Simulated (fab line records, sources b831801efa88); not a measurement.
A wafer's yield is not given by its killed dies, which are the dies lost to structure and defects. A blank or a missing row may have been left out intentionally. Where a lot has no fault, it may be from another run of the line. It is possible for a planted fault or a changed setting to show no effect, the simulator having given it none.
Chamber matching || flow sky130 || SKY_CONTACT_CMP_04 on cmp-01: 4 sister chambers
The step polishes SiO2. 14 wafers are shown with their chamber, then 7 later ones without.

== WAFERS, EACH WITH ITS CHAMBER ==
{"wafer": "L796.1", "chamber": 2, "motor-current-A (A)": 9.7, "time-to-endpoint-s (s)": 79}
{"wafer": "L796.3", "chamber": 1, "motor-current-A (A)": 9.6, "time-to-endpoint-s (s)": 83}
{"wafer": "L796.6", "chamber": 1, "motor-current-A (A)": 9.7, "time-to-endpoint-s (s)": 82}
{"wafer": "L799.1", "chamber": 2, "motor-current-A (A)": 10.2, "time-to-endpoint-s (s)": 86}
{"wafer": "L799.2", "chamber": 1, "motor-current-A (A)": 9.7, "time-to-endpoint-s (s)": 77}
{"wafer": "L799.5", "chamber": 2, "motor-current-A (A)": 10.3, "time-to-endpoint-s (s)": 80}
{"wafer": "L800.1", "chamber": 3, "motor-current-A (A)": 11.6, "time-to-endpoint-s (s)": 76}
{"wafer": "L800.3", "chamber": 2, "motor-current-A (A)": 9.4, "time-to-endpoint-s (s)": 87}
{"wafer": "L800.6", "chamber": 0, "motor-current-A (A)": 12.3, "time-to-endpoint-s (s)": 78}
{"wafer": "L808.3", "chamber": 1, "motor-current-A (A)": 9.4, "time-to-endpoint-s (s)": 88}
{"wafer": "L808.4", "chamber": 2, "motor-current-A (A)": 10.1, "time-to-endpoint-s (s)": 89}
{"wafer": "L808.6", "chamber": 3, "motor-current-A (A)": 12.0, "time-to-endpoint-s (s)": 81}
{"wafer": "L810.1", "chamber": 3, "motor-current-A (A)": 12.1, "time-to-endpoint-s (s)": 84}
{"wafer": "L810.3", "chamber": 1, "motor-current-A (A)": 9.7, "time-to-endpoint-s (s)": 88}

SIGNATURES (averages over the wafers above)
{"reading": "motor-current-A", "chamber 0": 12.300, "chamber 1": 9.620, "chamber 2": 9.940, "chamber 3": 11.900, "scatter within a chamber": 0.279}
{"reading": "time-to-endpoint-s", "chamber 0": 78.00, "chamber 1": 83.60, "chamber 2": 84.20, "chamber 3": 80.33, "scatter within a chamber": 4.43}
Rule: for a wafer and a chamber, the distance is found by dividing, reading by reading, the gap between the wafer's reading and the chamber's mean by the reading's scatter, squaring, summing and taking the root. The wafer belongs to the nearest chamber; if the next one is less than 2 further off, it can't be placed. The scatter is the square root of a quotient: the sum, over the shown wafers, of each reading's squared deviation from its chamber's mean, divided by wafers minus chambers.

== WAFERS MISSING THEIR CHAMBER ==
{"wafer": "L810.4", "motor-current-A (A)": 10.1, "time-to-endpoint-s (s)": 91}
{"wafer": "L811.3", "motor-current-A (A)": 9.1, "time-to-endpoint-s (s)": 88}
{"wafer": "L811.4", "motor-current-A (A)": 11.6, "time-to-endpoint-s (s)": 91}
{"wafer": "L811.5", "motor-current-A (A)": 9.3, "time-to-endpoint-s (s)": 87}
{"wafer": "L815.2", "motor-current-A (A)": 12.2, "time-to-endpoint-s (s)": 82}
{"wafer": "L815.5", "motor-current-A (A)": 9.8, "time-to-endpoint-s (s)": 88}
{"wafer": "L815.6", "motor-current-A (A)": 10.5, "time-to-endpoint-s (s)": 89}

== EACH ONE'S CHAMBER ==
{"wafer": "L810.4", "from the rows above": "can't be placed: 2 or 1", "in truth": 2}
{"wafer": "L811.3", "from the rows above": "can't be placed: 1 or 2", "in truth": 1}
{"wafer": "L811.4", "from the rows above": "can't be placed: 3 or 0", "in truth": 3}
{"wafer": "L811.5", "from the rows above": "can't be placed: 1 or 2", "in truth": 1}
{"wafer": "L815.2", "from the rows above": "can't be placed: 0 or 3", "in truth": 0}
{"wafer": "L815.5", "from the rows above": "can't be placed: 2 or 1", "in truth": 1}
{"wafer": "L815.6", "from the rows above": "can't be placed: 2 or 1", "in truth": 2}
0 of 7 placed correctly. Not placeable from these rows: 7 (in 7, the candidates include the true chamber). Number placed wrongly: 0.
